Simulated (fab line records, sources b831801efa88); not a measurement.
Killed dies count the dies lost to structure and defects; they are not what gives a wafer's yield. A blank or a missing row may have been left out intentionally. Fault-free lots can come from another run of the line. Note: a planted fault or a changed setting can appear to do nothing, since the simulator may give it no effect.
Matching of chambers | flow gf180mcu | cmp-01 running GF_V5_CMP_04: 4 sister chambers
The step polishes SiO2. 4 wafers are shown with their chamber, then 12 later ones without.

== WAFERS PAIRED WITH THEIR CHAMBERS ==
wafer  | chamber | motor current A (A)
L088.3 | 1       | 12.2
L090.2 | 2       | 12.6
L090.3 | 3       | 12.3
L090.6 | 0       | 10.0

== WAFERS WITH NO CHAMBER GIVEN ==
wafer  | motor current A (A)
L090.1 | 11.5
L090.4 | 10.9
L090.5 | 13.8
L091.1 | 12.6
L091.3 | 13.6
L091.6 | 13.3
L092.1 | 11.6
L092.2 | 11.3
L092.6 | 10.8
L092.3 | 11.5
L092.4 | 13.0
L092.5 | 12.3

== CHAMBER TAKEN BY EACH ==
wafer  | from the rows above               | in truth
L090.1 | can't be placed: 1 or 3 or 2 or 0 | 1
L090.4 | can't be placed: 0 or 1 or 3 or 2 | 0
L090.5 | can't be placed: 2 or 3 or 1      | 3
L091.1 | can't be placed: 2 or 3 or 1      | 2
L091.3 | can't be placed: 2 or 3 or 1      | 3
L091.6 | can't be placed: 2 or 3 or 1      | 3
L092.1 | can't be placed: 1 or 3 or 2 or 0 | 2
L092.2 | can't be placed: 1 or 3 or 2 or 0 | 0
L092.6 | can't be placed: 0 or 1 or 3 or 2 | 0
L092.3 | can't be placed: 1 or 3 or 2 or 0 | 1
L092.4 | can't be placed: 2 or 3 or 1      | 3
L092.5 | can't be placed: 3 or 1 or 2      | 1
0 of 12 placed correctly. Not placeable from these rows: 12 (in 12, the candidates include the true chamber). Wrongly placed: 0.
How it was worked out, from the rows above alone: a wafer's distance from a chamber is the root of the sum, over the readings, of the square of ((its reading less the chamber's mean) divided by the reading's scatter). If the next closest chamber is less than 2 further off than the closest, the wafer can't be placed; otherwise it belongs to the closest. A chamber's mean is the mean of its shown wafers. The scatter (one wafer shown for each chamber): square how far every hidden wafer sits from the nearest shown wafer, average those squares and take the square root.
